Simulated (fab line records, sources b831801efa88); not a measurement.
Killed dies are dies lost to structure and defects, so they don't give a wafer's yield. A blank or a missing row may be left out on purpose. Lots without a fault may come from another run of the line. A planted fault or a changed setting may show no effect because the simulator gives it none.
Which tool did it? | flow sky130 | 13 lots, 39 wafers sampled, at 4 steps of a route of 708

WHAT THE GAUGES READ, wafer by wafer
SKY_CONTACT_OVL_MEAS_15. Usual: CONTACT_OVL 4 nm, standard deviation 5.1.
lot  | measured     | on         | CONTACT_OVL (nm) | flag
L261 | day 31 21:51 | overlay-02 | -2 6 1           |
L262 | day 32 02:23 | overlay-01 | 11 10 10         |
L263 | day 32 06:46 | overlay-02 | 6 5 6            |
L266 | day 33 10:43 | overlay-01 | 7 12 0           |
L269 | day 34 07:19 | overlay-02 | 3 1 11           |
L271 | day 35 06:58 | overlay-01 | 10 7 17          |
L273 | day 35 17:20 | overlay-01 | -4 3 -3          |
L275 | day 36 09:03 | overlay-01 | 5 1 4            |
L278 | day 37 04:29 | overlay-02 | -4 4 8           |
L279 | day 37 16:53 | overlay-02 | 6 2 6            |
L280 | day 37 21:06 | overlay-02 | -7 -3 -3         |
L281 | day 37 22:40 | overlay-01 | 0 1 -1           |
L283 | day 38 14:55 | overlay-01 | 10 11 12         |

WHICH TOOL RAN EACH LOT (tool, then ch and the chambers of the sampled wafers, then the start)
lot  | SKY_FIELD_ISO_ETCH_15             | SKY_LDD_N_IMPLANT_12            | SKY_CONTACT_CMP_04
L261 | rie_diel-02 ch 0,2,3, day 2 04:26 | implanter-04 ch 0, day 18 06:05 | cmp-02 ch 1,2,3, day 30 17:23
L262 | rie_diel-03 ch 0,1,3, day 2 07:32 | implanter-02 ch 0, day 18 06:13 | cmp-02 ch 1,3, day 30 22:04
L263 | rie_diel-02 ch 0,2,3, day 2 14:44 | implanter-02 ch 0, day 18 12:26 | cmp-01 ch 0,1,2, day 31 03:26
L266 | rie_diel-04 ch 1,2,3, day 3 09:05 | implanter-01 ch 0, day 19 22:44 | cmp-02 ch 0,2,3, day 32 07:29
L269 | rie_diel-03 ch 0,1,2, day 3 21:13 | implanter-01 ch 0, day 20 21:08 | cmp-02 ch 2,3, day 33 03:43
L271 | rie_diel-04 ch 0,2,3, day 4 11:10 | implanter-04 ch 0, day 21 23:04 | cmp-02 ch 1,2,3, day 34 04:32
L273 | rie_diel-03 ch 0,1,3, day 4 20:10 | implanter-01 ch 0, day 22 14:20 | cmp-02 ch 1,3, day 34 15:19
L275 | rie_diel-02 ch 0,1,2, day 5 06:14 | implanter-02 ch 0, day 23 02:26 | cmp-02 ch 0,2, day 35 05:58
L278 | rie_diel-04 ch 0,1,2, day 5 20:32 | implanter-04 ch 0, day 24 03:01 | cmp-02 ch 0,1,2, day 36 02:11
L279 | rie_diel-02 ch 0,2,3, day 6 03:32 | implanter-01 ch 0, day 24 16:34 | cmp-01 ch 0,1,2, day 36 14:13
L280 | rie_diel-04 ch 0,3, day 6 06:58   | implanter-04 ch 0, day 24 21:46 | cmp-02 ch 0,3, day 36 18:26
L281 | rie_diel-04 ch 1,2,3, day 6 13:13 | implanter-04 ch 0, day 25 02:28 | cmp-02 ch 1,2, day 36 19:16
L283 | rie_diel-03 ch 1,2,3, day 6 23:56 | implanter-01 ch 0, day 25 18:40 | cmp-01 ch 0,2,3, day 37 12:19
- SKY_FIELD_ISO_ETCH_15: etches the open film in CHF3/O2, stops on Si, target depth 180 nm, time 72 s.
- SKY_LDD_N_IMPLANT_12
- SKY_CONTACT_CMP_04: polishes SiO2.

WHAT THE TOOLS THEMSELVES READ (means of the sampled wafers that have a number; where no wafer has one, the mark that the record gives instead)
SKY_FIELD_ISO_ETCH_15. Usual: bias_w 200.0 W, standard deviation 0.53; drypump_motor_current_A 5.8 A, standard deviation 0.36; oes_product_au 0.947 a.u., standard deviation 0.0064; throttle_valve_pct 8.843 %, standard deviation 0.009.
lot  | tool        | bias_w (W) | drypump_motor_current_A (A) | oes_product_au (a.u.) | throttle_valve_pct (%) | flag
L261 | rie_diel-02 | 199.7      | 6.0                         | 0.953                 | 8.842                  |
L262 | rie_diel-03 | 199.7      | 5.6                         | 0.947                 | 8.837                  |
L263 | rie_diel-02 | 199.9      | 6.0                         | 0.956                 | 8.849                  |
L266 | rie_diel-04 | 200.6      | 6.0                         | 0.943                 | 8.846                  |
L269 | rie_diel-03 | 200.2      | 5.5                         | 0.956                 | 8.843                  |
L271 | rie_diel-04 | 200.0      | 6.0                         | 0.951                 | 8.845                  |
L273 | rie_diel-03 | 200.2      | 5.5                         | 0.945                 | 8.843                  |
L275 | rie_diel-02 | 199.7      | 5.8                         | 0.942                 | 8.853                  |
L278 | rie_diel-04 | 200.1      | 6.1                         | 0.948                 | 8.839                  |
L279 | rie_diel-02 | 199.7      | 6.0                         | 0.945                 | 8.843                  |
L280 | rie_diel-04 | 199.8      | 5.8                         | 0.945                 | 8.835                  |
L281 | rie_diel-04 | 199.5      | 6.0                         | 0.939                 | 8.843                  |
L283 | rie_diel-03 | 199.5      | 5.4                         | 0.944                 | 8.844                  |

SKY_LDD_N_IMPLANT_12. Usual: faraday_current_uA 28.2, standard deviation 0.52; tilt_deg 30.002 degrees, standard deviation 0.023.
lot  | tool         | faraday_current_uA | tilt_deg (degrees) | flag
L261 | implanter-04 | 28.9               | 29.993             |
L262 | implanter-02 | 28.3               | 30.007             |
L263 | implanter-02 | 27.7               | 29.981             |
L266 | implanter-01 | 28.6               | 29.997             |
L269 | implanter-01 | 28.0               | 0.016              | OFF
L271 | implanter-04 | 28.4               | 29.985             |
L273 | implanter-01 | 28.1               | 0.003              | OFF
L275 | implanter-02 | 28.6               | 29.967             |
L278 | implanter-04 | 28.7               | 29.976             |
L279 | implanter-01 | 27.8               | 30.003             |
L280 | implanter-04 | 28.2               | 30.041             |
L281 | implanter-04 | 28.3               | 30.009             |
L283 | implanter-01 | 28.4               | 29.980             |

SKY_CONTACT_CMP_04. Usual: motor_current_A 11.9 A, standard deviation 1.6; retaining_ring_pressure_frac 1.000, standard deviation 0.0047; time_to_endpoint_s 81 s, standard deviation 5.3.
lot  | tool   | motor_current_A (A) | retaining_ring_pressure_frac | time_to_endpoint_s (s) | flag
L261 | cmp-02 | 12.3                | 1.003                        | 83                     |
L262 | cmp-02 | 11.9                | 1.000                        | 85                     |
L263 | cmp-01 | 11.9                | 0.999                        | 83                     |
L266 | cmp-02 | 11.4                | 1.001                        | 79                     |
L269 | cmp-02 | 10.6                | 1.002                        | 81                     |
L271 | cmp-02 | 12.0                | 1.004                        | 82                     |
L273 | cmp-02 | 11.8                | 0.992                        | 85                     |
L275 | cmp-02 | 13.0                | 1.001                        | 80                     |
L278 | cmp-02 | 12.5                | 0.999                        | 85                     |
L279 | cmp-01 | 11.8                | 1.002                        | 80                     |
L280 | cmp-02 | 10.1                | 1.000                        | 78                     |
L281 | cmp-02 | 13.8                | 0.997                        | 87                     |
L283 | cmp-01 | 12.0                | 1.000                        | 76                     |

THE ANSWER, worked out from the rows above alone
Rule: a lot is off if the mean of its wafers that have a number lies more than 3 standard deviations from the usual mean. A lot without any number at a reading at which 4 lots or more have one is off too. The other lots that the step has rows for count as sound. The gauges are gone through in route order, then the tools' own readings, and for those a lot's mean is taken as printed above. The first step at which some lot is off is used, and at that step the reading that is off furthest; a lot without a number counts as furthest.
Off: L269, L273, at SKY_LDD_N_IMPLANT_12 (tilt_deg).
A tool fits if, at that step or a process step before it, it ran every lot that is off, and no sound lot after the first of them. None of those tried fits.

WHAT THE SIMULATOR HAD PUT IN
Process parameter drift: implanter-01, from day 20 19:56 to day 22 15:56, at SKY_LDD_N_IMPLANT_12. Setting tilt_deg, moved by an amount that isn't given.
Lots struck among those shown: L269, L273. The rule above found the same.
